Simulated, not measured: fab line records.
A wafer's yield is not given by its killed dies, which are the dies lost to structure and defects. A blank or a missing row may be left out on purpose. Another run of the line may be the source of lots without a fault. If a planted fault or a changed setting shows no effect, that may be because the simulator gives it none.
fab line records + flow sky130
record:
- lots: 6
- wafers: 18
- last_day: 50
route steps=708 shown VT_ADJUST_LVTN@100 PAD_OPEN@708
lots with no fault: from the same line, run without faults
start_h: the number of hours between the record's first day and the start of the first shown wafer of the lot + wait_h: time in hours since the lot's previous step + " unchanged from the row above + L1.1+2: one row covering several wafers at once + - no value present, or no start provided + * or withheld: withheld + < > ~ a bound
route shown NAME@n: a module of which the file shows steps, and the number in the route of the first + usual: average and standard deviation across the fault-free wafers + same: alike in all rows + chamber/n: place in a boat + sites: the reading at each site + _std_site: the values' standard deviation + _edge_site: the outer-site mean with the inner-site mean subtracted + radius_mm: for every site, how far away it sits from the centre of the wafer + mask NAME#n: copy n + behind: the tool/chamber that last shaped the wafer + hold: why the lot went on hold/how many hours it stayed there/how the hold came to an end + device: transistor that didn't switch, given as n, p or np + end of line: tests run on the same wafers once the route is complete + a step given without rows: its recipe and nothing more + killed: dies lost to structure and defects at the first sort, not the wafer's yield + map: the dies of a wafer, with x for killed, . for not killed, _ for no die there
set.NAME: the setting that was run; set.NAME@STEP: the one run at that earlier step + model.NAME: the simulator's own value behind a step, which no gauge read
certain route steps with their lots: each step a table, each wafer a row
services: the hour from which a tool's chamber was out of use, counted from the record's first day as start_h (under 0 if before that day), plus the number of hours and why
== steps ==
step: SKY_VT_ADJUST_LVTN_SOFTBAKE_03
recipe:
- temp_c: 110
- time_s: withheld
step: SKY_VT_ADJUST_LVTN_EXPOSE_04
recipe:
- mask_id: NWM_COMPLEMENT_LESS_NATIVE
- na: 0.6
- source_shape: conventional
- sigma_outer: 0.6
- polarization: unpolarized
- target_cd_nm: 840
- dose_mj: 194
step: SKY_VT_ADJUST_LVTN_PEB_05
recipe:
- temp_c: 115
- time_s: withheld
step: SKY_VT_ADJUST_LVTN_DEVELOP_06
recipe:
- wall_angle_deg: 90
- developer: TMAH
- develop_time_s: 60
- dev_temp_c: 23
step: SKY_VT_ADJUST_LVTN_OVL_MEAS_07
usual:
- VT_ADJUST_LVTN_OVL: -0.9/1.7
| lot.wafer | tool       | chamber | start_h | wait_h | VT_ADJUST_LVTN_OVL[nm] |
|-----------|------------|---------|---------|--------|------------------------|
| L499.1    | overlay-02 | -       | 147.21  | -      | 0.4                    |
| L499.2    | "          | -       | "       | "      | -1.2                   |
| L499.3    | "          | -       | "       | "      | -0.5                   |
| L501.2    | overlay-02 | -       | 166.49  | -      | 0.8                    |
| L501.3    | "          | -       | "       | "      | -0.2                   |
| L501.5    | "          | -       | "       | "      | 0.1                    |
| L510.2    | overlay-01 | -       | 227.12  | -      | -0.5                   |
| L510.3    | "          | -       | "       | "      | -2.1                   |
| L510.5    | "          | -       | "       | "      | -0.2                   |
| L512.4    | overlay-02 | -       | 234.93  | -      | -1.0                   |
| L512.5    | "          | -       | "       | "      | -2.7                   |
| L512.6    | "          | -       | "       | "      | -3.1                   |
| L519.1    | overlay-02 | -       | 281.98  | -      | -1.9                   |
| L519.3    | "          | -       | "       | "      | -3.3                   |
| L519.4    | "          | -       | "       | "      | -1.6                   |
| L520.1    | overlay-01 | -       | 288.93  | -      | 1.0                    |
| L520.5    | "          | -       | "       | "      | 0.3                    |
| L520.6    | "          | -       | "       | "      | 1.8                    |
step: SKY_VT_ADJUST_LVTN_IMPLANT_08
recipe:
- species: B
- energy_kev: 30
- dose_cm2: 1.57e+12
- tilt_deg: withheld
step: SKY_VT_ADJUST_LVTN_STRIP_09
recipe:
- chemistry: O2/N2
- power_w: 1400
- pressure_mtorr: 1500
- platen_temp_c: withheld
- o2_flow_sccm: 3000
- n2_flow_sccm: 300
- overash_fraction: 0.5
usual:
- drypump_motor_current_A: 5.5/0.47
- oes_product_au: 0.723/0.0043
- strip_time_to_endpoint_s: 36.94/0.1
| lot.wafer | tool            | chamber | start_h | wait_h | drypump_motor_current_A | oes_product_au | rf_hours_counter_h | strip_time_to_endpoint_s |
|-----------|-----------------|---------|---------|--------|-------------------------|----------------|--------------------|--------------------------|
| L499.1    | plasma_asher-02 | 0       | 147.40  | 0.1    | 5.3                     | 0.724          | 3                  | 36.98                    |
| L499.2    | "               | 1       | "       | "      | 5.7                     | 0.720          | 3                  | 36.80                    |
| L499.3    | "               | 0       | "       | "      | 5.3                     | 0.723          | -                  | 36.85                    |
| L501.2    | plasma_asher-01 | 0       | 166.67  | 0.1    | 4.9                     | 0.719          | 49                 | 36.93                    |
| L501.3    | "               | 1       | "       | "      | 6.1                     | 0.725          | -                  | 36.81                    |
| L501.5    | "               | 0       | "       | "      | 4.9                     | 0.727          | -                  | 37.03                    |
| L510.2    | plasma_asher-02 | 1       | 227.30  | 0.1    | 5.7                     | 0.724          | 10                 | 37.00                    |
| L510.3    | "               | 1       | "       | "      | 5.7                     | 0.721          | -                  | 36.92                    |
| L510.5    | "               | 1       | "       | "      | 5.7                     | 0.719          | -                  | 37.02                    |
| L512.4    | plasma_asher-04 | 1       | 235.13  | 0.1    | 6.3                     | 0.723          | -                  | 37.17                    |
| L512.5    | "               | 1       | "       | "      | 6.3                     | 0.722          | -                  | 37.09                    |
| L512.6    | "               | 0       | "       | "      | 5.0                     | 0.719          | -                  | 37.20                    |
| L519.1    | plasma_asher-01 | 0       | 282.17  | 0.1    | 5.0                     | 0.720          | 60                 | 36.86                    |
| L519.3    | "               | 1       | "       | "      | 6.1                     | 0.719          | -                  | 36.64                    |
| L519.4    | "               | 0       | "       | "      | 5.0                     | 0.723          | -                  | 36.78                    |
| L520.1    | plasma_asher-02 | 0       | 289.12  | 0.1    | 5.3                     | 0.720          | 16                 | 36.99                    |
| L520.5    | "               | 1       | "       | "      | 5.7                     | 0.719          | -                  | 36.96                    |
| L520.6    | "               | 0       | "       | "      | 5.3                     | 0.723          | -                  | 37.01                    |
step: SKY_VT_ADJUST_LVTN_TW_MEAS_10
usual:
- VT_ADJUST_LVTN_TW: 241.6/1.3
| lot.wafer | tool          | chamber | start_h | wait_h | VT_ADJUST_LVTN_TW |
|-----------|---------------|---------|---------|--------|-------------------|
| L499.1    | film_metro-02 | -       | 147.50  | 0.1    | 242.0             |
| L499.2    | "             | -       | "       | "      | 241.0             |
| L499.3    | "             | -       | "       | "      | 242.6             |
| L501.2    | film_metro-04 | -       | 166.78  | 0.1    | 244.3             |
| L501.3    | "             | -       | "       | "      | 245.0             |
| L501.5    | "             | -       | "       | "      | 245.6             |
| L510.2    | film_metro-02 | -       | 227.41  | 0.1    | 241.4             |
| L510.3    | "             | -       | "       | "      | 241.1             |
| L510.5    | "             | -       | "       | "      | 239.6             |
| L512.4    | film_metro-03 | -       | 235.22  | 0.1    | 240.8             |
| L512.5    | "             | -       | "       | "      | 241.3             |
| L512.6    | "             | -       | "       | "      | 241.1             |
| L519.1    | film_metro-02 | -       | 282.27  | 0.1    | 242.7             |
| L519.3    | "             | -       | "       | "      | 242.6             |
| L519.4    | "             | -       | "       | "      | 244.0             |
| L520.1    | film_metro-02 | -       | 289.22  | 0.1    | 242.0             |
| L520.5    | "             | -       | "       | "      | 242.6             |
| L520.6    | "             | -       | "       | "      | 242.0             |
step: SKY_VT_ADJUST_LVTN_DEHYDRATE_11
recipe:
- temp_c: 200
- time_s: 60
step: SKY_VT_ADJUST_LVTN_HMDS_12
recipe:
- prime_time_s: 60
- prime_temp_c: 120
step: SKY_VT_ADJUST_LVTN_COAT_13
recipe:
- resist: NOVOLAK
- spin_rpm: 3000
- resist_thk_nm: 1140
step: SKY_VT_ADJUST_LVTN_SOFTBAKE_14
recipe:
- temp_c: 90
- time_s: 60
- resist: NOVOLAK
step: SKY_VT_ADJUST_LVTN_EXPOSE_15
recipe:
- mask_id: HVN_STD_DERIVED
- na: 0.6
- source_shape: conventional
- sigma_outer: 0.6
- polarization: unpolarized
- target_cd_nm: 600
- dose_mj: 163
usual:
- exposure_dose_mJ_cm2: 163.03/0.16
| lot.wafer | tool             | chamber | start_h | wait_h | mask              | exposure_dose_mJ_cm2 | model.VT_ADJUST_LVTN.overlay_x_nm |
|-----------|------------------|---------|---------|--------|-------------------|----------------------|-----------------------------------|
| L499.1    | iline_stepper-02 | 0       | 158.01  | -      | HVN_STD_DERIVED#0 | 162.79               | 0.219                             |
| L499.2    | "                | 0       | "       | "      | HVN_STD_DERIVED#0 | 163.14               | 0.219                             |
| L499.3    | "                | 0       | "       | "      | HVN_STD_DERIVED#0 | 163.00               | 0.219                             |
| L501.2    | iline_stepper-01 | 0       | 176.88  | -      | HVN_STD_DERIVED#0 | 163.03               | 0.7274                            |
| L501.3    | "                | 0       | "       | "      | HVN_STD_DERIVED#0 | 163.05               | 0.7274                            |
| L501.5    | "                | 0       | "       | "      | HVN_STD_DERIVED#0 | 163.15               | 0.7274                            |
| L510.2    | iline_stepper-02 | 0       | 238.80  | -      | HVN_STD_DERIVED#0 | 162.94               | 163.5                             |
| L510.3    | "                | 0       | "       | "      | HVN_STD_DERIVED#0 | 163.18               | 163.5                             |
| L510.5    | "                | 0       | "       | "      | HVN_STD_DERIVED#0 | 162.97               | 163.5                             |
| L512.4    | iline_stepper-02 | 0       | 247.20  | -      | HVN_STD_DERIVED#0 | 162.95               | 163.4                             |
| L512.5    | "                | 0       | "       | "      | HVN_STD_DERIVED#0 | 163.25               | 163.4                             |
| L512.6    | "                | 0       | "       | "      | HVN_STD_DERIVED#0 | 162.93               | 163.4                             |
| L519.1    | iline_stepper-01 | 0       | 294.81  | -      | HVN_STD_DERIVED#0 | 162.83               | -0.2298                           |
| L519.3    | "                | 0       | "       | "      | HVN_STD_DERIVED#0 | 162.78               | -0.2298                           |
| L519.4    | "                | 0       | "       | "      | HVN_STD_DERIVED#0 | 163.11               | -0.2298                           |
| L520.1    | iline_stepper-01 | 0       | 302.11  | -      | HVN_STD_DERIVED#0 | 163.23               | 0.3368                            |
| L520.5    | "                | 0       | "       | "      | HVN_STD_DERIVED#0 | 163.22               | 0.3368                            |
| L520.6    | "                | 0       | "       | "      | HVN_STD_DERIVED#0 | 163.23               | 0.3368                            |
step: SKY_VT_ADJUST_LVTN_PEB_16
recipe:
- temp_c: withheld
- time_s: *
- resist: NOVOLAK
step: SKY_VT_ADJUST_LVTN_DEVELOP_17
recipe:
- resist: NOVOLAK
- developer: TMAH
- develop_time_s: 60
- dev_temp_c: 23
step: SKY_VT_ADJUST_LVTN_OVL_MEAS_18
usual:
- VT_ADJUST_LVTN_01_OVL: -0.3/1.3
| lot.wafer | tool       | chamber | start_h | wait_h | VT_ADJUST_LVTN_01_OVL[nm] |
|-----------|------------|---------|---------|--------|---------------------------|
| L499.1    | overlay-02 | -       | 167.42  | 0.1    | 0.3                       |
| L499.2    | "          | -       | "       | "      | -1.0                      |
| L499.3    | "          | -       | "       | "      | 0.7                       |
| L501.2    | overlay-01 | -       | 187.59  | 0.1    | -0.8                      |
| L501.3    | "          | -       | "       | "      | 0.0                       |
| L501.5    | "          | -       | "       | "      | 2.6                       |
| L510.2    | overlay-02 | -       | 250.36  | 0.1    | 161.7                     |
| L510.3    | "          | -       | "       | "      | 160.9                     |
| L510.5    | "          | -       | "       | "      | 163.1                     |
| L512.4    | overlay-01 | -       | 258.25  | 0.1    | 162.9                     |
| L512.5    | "          | -       | "       | "      | 163.4                     |
| L512.6    | "          | -       | "       | "      | 163.4                     |
| L519.1    | overlay-01 | -       | 307.66  | 0.1    | -0.3                      |
| L519.3    | "          | -       | "       | "      | -1.2                      |
| L519.4    | "          | -       | "       | "      | -2.1                      |
| L520.1    | overlay-02 | -       | 314.76  | 0.1    | -0.5                      |
| L520.5    | "          | -       | "       | "      | -0.2                      |
| L520.6    | "          | -       | "       | "      | -2.0                      |
step: SKY_VT_ADJUST_LVTN_IMPLANT_19
recipe:
- species: B
- energy_kev: 30
- dose_cm2: 6.5e+11
- tilt_deg: withheld
step: SKY_PAD_OPEN_PROBE_99
usual:
- killed_at_M0_to_M3: 43/7.1
- killed_at_M4_up: 3.2/1.9
- killed_at_contacts: 23/5.1
- killed_at_front_end: 15/4.5
- killed_at_other: 0.4/0.65
- killed_dies: 85/9.4
- killed_open: 47/6.8
- killed_short: 38/6.1
same:
- gross_dies: 492
- killed_at_back_side: 0
| lot.wafer | tool      | chamber | start_h | wait_h | killed_at_M0_to_M3 | killed_at_M4_up | killed_at_contacts | killed_at_front_end | killed_at_other | killed_dies | killed_open | killed_short |
|-----------|-----------|---------|---------|--------|--------------------|-----------------|--------------------|---------------------|-----------------|-------------|-------------|--------------|
| L499.1    | prober-01 | -       | 1088.11 | 0.1    | 38                 | 2               | 32                 | 10                  | 1               | 83          | 51          | 31           |
| L499.2    | prober-01 | -       | 1088.16 | 0.1    | 42                 | 1               | 25                 | 18                  | 1               | 87          | 53          | 33           |
| L499.3    | prober-01 | -       | 1088.21 | 0.2    | 42                 | 2               | 26                 | 28                  | 1               | 99          | 57          | 42           |
| L510.2    | prober-02 | -       | 1162.62 | 0.1    | 40                 | 4               | 24                 | 15                  | 0               | 83          | 49          | 34           |
| L512.6    | prober-01 | -       | 1171.72 | 0.2    | 50                 | 6               | 16                 | 14                  | 0               | 86          | 41          | 45           |
| L519.1    | prober-01 | -       | 1198.58 | 0.1    | 45                 | 4               | 23                 | 9                   | 0               | 81          | 33          | 48           |
| L519.3    | prober-01 | -       | 1198.68 | 0.2    | 41                 | 1               | 20                 | 17                  | 0               | 79          | 41          | 36           |
| L519.4    | prober-01 | -       | 1198.73 | 0.2    | 23                 | 7               | 27                 | 14                  | 1               | 72          | 45          | 25           |
killed by level:class
L499.1 VIA1:geometric_particle:open=10 CONTACT:geometric_particle:open=10 LI_CONTACT:geometric_particle:open=9 VIA3:geometric_particle:open=9 VIA1:geometric_particle:short=6 VIA2:geometric_particle:open=6 LI_CONTACT:geometric_particle:short=4 LOCAL_INTERCONNECT:geometric_particle:short=4
L499.2 VIA1:geometric_particle:open=15 CONTACT:geometric_particle:open=13 CONTACT:geometric_particle:short=5 VIA3:geometric_particle:open=5 VIA2:geometric_particle:open=5 POLY_GATE:geometric_particle:short=4 POLY_GATE:geometric_particle:open=4 VIA1:geometric_particle:short=4
L499.3 VIA1:geometric_particle:open=14 CONTACT:geometric_particle:open=9 POLY_GATE:geometric_particle:open=8 FIELD_ISO:geometric_particle:short=7 VIA2:geometric_particle:open=7 LI_CONTACT:geometric_particle:open=7 CONTACT:geometric_particle:short=6 METAL1:geometric_particle:short=6
L510.2 VIA1:geometric_particle:open=9 VIA1:geometric_particle:short=8 CONTACT:geometric_particle:open=8 FIELD_ISO:geometric_particle:open=7 LI_CONTACT:geometric_particle:open=7 VIA2:geometric_particle:open=6 CONTACT:geometric_particle:short=4 SPACER:geometric_particle:open=3
L512.6 VIA2:geometric_particle:open=8 VIA3:geometric_particle:open=8 VIA1:geometric_particle:open=7 VIA1:geometric_particle:short=6 VIA2:geometric_particle:short=6 FIELD_ISO:geometric_particle:short=5 METAL1:geometric_particle:short=5 METAL4:geometric_particle:short=5
L519.1 METAL1:geometric_particle:short=9 VIA1:geometric_particle:short=9 VIA3:geometric_particle:open=9 LI_CONTACT:geometric_particle:open=7 LOCAL_INTERCONNECT:geometric_particle:short=6 METAL2:geometric_particle:short=6 CONTACT:geometric_particle:open=5 VIA1:geometric_particle:open=4
L519.3 VIA1:geometric_particle:open=14 LOCAL_INTERCONNECT:geometric_particle:short=7 LI_CONTACT:geometric_particle:open=5 VIA3:geometric_particle:open=5 METAL2:geometric_particle:short=5 VIA2:geometric_particle:open=5 FIELD_ISO:geometric_particle:short=4 POLY_GATE:geometric_particle:short=4
L519.4 CONTACT:geometric_particle:open=8 VIA1:geometric_particle:open=8 POLY_GATE:geometric_particle:open=6 CONTACT:geometric_particle:short=6 LI_CONTACT:geometric_particle:open=5 LI_CONTACT:geometric_particle:short=3 LOCAL_INTERCONNECT:geometric_particle:open=3 VIA2:geometric_particle:open=3
== services ==
| tool             | chamber | start_h | hours | kind        |
|------------------|---------|---------|-------|-------------|
| plasma_asher-02  | -       | 130.40  | 1.4   | repair      |
| plasma_asher-02  | -       | 193.60  | 2.8   | repair      |
| iline_stepper-01 | -       | 210.09  | 1.7   | pm          |
| iline_stepper-02 | 0       | 220.30  | -     | calibration |
| iline_stepper-02 | -       | 226.18  | 0.7   | repair      |
== key ==
first_sign:
- step: SKY_VT_ADJUST_LVTN_OVL_MEAS_18
- reading: VT_ADJUST_LVTN_01_OVL
- direction: up
- sigmas: 99+
- usual: -0.3
- struck: 162.6
effect none on later readings
model_effect:
- step: SKY_VT_ADJUST_LVTN_EXPOSE_15
- value: VT_ADJUST_LVTN.overlay_x_nm
- without: -1.141
- struck: 163.4
met_at SKY_VT_ADJUST_LVTN_EXPOSE_15
struck_wafers L510.2,L510.3,L510.5,L512.4,L512.5,L512.6
tester_left_out L510,L512
onset_between 158.01 238.80
fault:
- kind: scanner_matching_overlay
- tool: iline_stepper-02
- chamber: -
- onset_h: 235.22
- steps: SKY_VT_ADJUST_LVTN_EXPOSE_15
- offset: 164.59
tester_left_out: of these lots the tester's yield and bins aren't shown, on N5 and GAA mostly nor the transistor test; their killed dies are dies lost to structure and defects alone, not to doping, threshold or leakage, so they don't give the yield
